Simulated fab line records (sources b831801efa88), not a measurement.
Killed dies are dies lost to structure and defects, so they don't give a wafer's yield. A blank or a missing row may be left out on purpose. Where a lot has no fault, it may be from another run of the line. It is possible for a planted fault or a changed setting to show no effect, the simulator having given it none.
Which tool was responsible? | flow sky130 | 12 lots with 36 wafers sampled at 3 steps, on a route of 708 steps

## WHAT THE GAUGES READ, wafer by wafer
SKY_METAL5_THK_MEAS_06: measures by xrf. Usual: METAL5_ALCU_THK 1166 nm, standard deviation 12.
lot  | measured     | on            | METAL5_ALCU_THK (nm) | flag
L302 | day 42 16:11 | film-metro-03 | 1150 1185 1183       |
L304 | day 43 05:11 | film-metro-03 | 1165 1172 1175       |
L305 | day 43 10:29 | film-metro-03 | 1176 1173 1178       |
L306 | day 44 11:55 | film-metro-04 | 1165 1153 1171       |
L307 | day 45 08:53 | film-metro-03 | 1152 1149 1142       |
L310 | day 45 12:35 | film-metro-03 | 1161 1154 1156       |
L316 | day 46 15:44 | film-metro-02 | 1148 1163 1164       |
L317 | day 46 20:23 | film-metro-03 | 1155 1161 1139       |
L318 | day 47 08:28 | film-metro-03 | 1169 1171 1147       |
L320 | day 48 02:10 | film-metro-04 | 1153 1150 1147       |
L321 | day 48 02:56 | film-metro-04 | 1174 1168 1173       |
L322 | day 48 05:18 | film-metro-02 | 1176 1171 1176       |

## WHAT TOOL EACH LOT RAN ON (gives the tool, then ch and the chambers of the sampled wafers, and finally the start)
lot  | SKY_FIELD_ISO_ETCH_14             | SKY_METAL5_SPUTTER_03
L302 | rie-diel-03 ch 1,2,3, day 2 08:28 | pvd-sputter-01, day 42 16:00
L304 | rie-diel-02 ch 2,3, day 2 17:07   | pvd-sputter-02, day 43 05:00
L305 | rie-diel-01 ch 0,2, day 2 19:06   | pvd-sputter-04, day 43 10:17
L306 | rie-diel-03 ch 1,2,3, day 3 01:55 | pvd-sputter-04, day 44 11:41
L307 | rie-diel-02 ch 0,2, day 3 10:51   | pvd-sputter-02, day 45 08:43
L310 | rie-diel-03 ch 0,1,2, day 4 06:00 | pvd-sputter-02, day 45 12:24
L316 | rie-diel-03 ch 0,1,3, day 5 07:00 | pvd-sputter-02, day 46 15:32
L317 | rie-diel-01 ch 1,2,3, day 5 13:04 | pvd-sputter-04, day 46 20:12
L318 | rie-diel-01 ch 0,1,3, day 5 18:40 | pvd-sputter-01, day 47 08:17
L320 | rie-diel-01 ch 0,2,3, day 6 03:48 | pvd-sputter-04, day 48 01:58
L321 | rie-diel-02 ch 0,1,2, day 6 09:28 | pvd-sputter-02, day 48 02:44
L322 | rie-diel-01 ch 0,1,3, day 6 13:10 | pvd-sputter-01, day 48 05:07
- SKY_FIELD_ISO_ETCH_14: etches BARC in N2/H2, stops on SiO2, time 45.9 s, target depth 60 nm.
- SKY_METAL5_SPUTTER_03: material Ti, target thk 5 nm, time 3.3 s.

## WHAT THE TOOLS THEMSELVES READ (means of the sampled wafers that have a number; where no wafer has one, the mark that the record gives instead)
SKY_FIELD_ISO_ETCH_14. Usual: drypump-motor-current-A 5.86 A, standard deviation 0.27; oes-product-au 0.855 a.u., standard deviation 0.005; throttle-valve-pct 13.225 %, standard deviation 0.0096.
lot  | tool        | drypump-motor-current-A (A) | oes-product-au (a.u.) | throttle-valve-pct (%) | flag
L302 | rie-diel-03 | 5.85                        | 0.851                 | 13.236                 |
L304 | rie-diel-02 | 6.40                        | 0.855                 | 13.229                 |
L305 | rie-diel-01 | 5.92                        | 0.857                 | 13.223                 |
L306 | rie-diel-03 | 5.86                        | 0.854                 | 13.214                 |
L307 | rie-diel-02 | 5.63                        | 0.854                 | 13.218                 |
L310 | rie-diel-03 | 6.03                        | 0.855                 | 13.223                 |
L316 | rie-diel-03 | 6.03                        | 0.852                 | 13.221                 |
L317 | rie-diel-01 | 5.80                        | 0.857                 | 13.227                 |
L318 | rie-diel-01 | 5.69                        | 0.859                 | 13.216                 |
L320 | rie-diel-01 | 5.79                        | 0.855                 | 13.224                 |
L321 | rie-diel-02 | 5.65                        | 0.854                 | 13.226                 |
L322 | rie-diel-01 | 5.70                        | 0.858                 | 13.225                 |

SKY_METAL5_SPUTTER_03. Usual: throttle-valve-pct at 30.3 %, with a standard deviation of 0.78.
lot  | tool           | throttle-valve-pct (%) | flag
L302 | pvd-sputter-01 | 30.3                   |
L304 | pvd-sputter-02 | 29.7                   |
L305 | pvd-sputter-04 | 30.7                   |
L306 | pvd-sputter-04 | 30.3                   |
L307 | pvd-sputter-02 | 29.7                   |
L310 | pvd-sputter-02 | 29.5                   |
L316 | pvd-sputter-02 | 29.6                   |
L317 | pvd-sputter-04 | 29.8                   |
L318 | pvd-sputter-01 | 30.8                   |
L320 | pvd-sputter-04 | 30.5                   |
L321 | pvd-sputter-02 | 30.2                   |
L322 | pvd-sputter-01 | 30.4                   |

## THE ANSWER, worked out from the rows above alone
Rule: take the mean of a lot's wafers that have a number; if it is more than 3 standard deviations from the usual mean, the lot is off. Also off: a lot with no number at a reading for which 4 or more lots have one. Any other lot the step has rows for is counted as sound. After the gauges, taken in route order, come the tools' own readings; for these a lot's mean is taken, as printed above. At the first step where some lot is off, the reading lying furthest off is the one used; lots without a number count as furthest.
Nothing can be told from this: no lot is off at any reading shown.

## WHAT THE SIMULATOR HAD PUT IN
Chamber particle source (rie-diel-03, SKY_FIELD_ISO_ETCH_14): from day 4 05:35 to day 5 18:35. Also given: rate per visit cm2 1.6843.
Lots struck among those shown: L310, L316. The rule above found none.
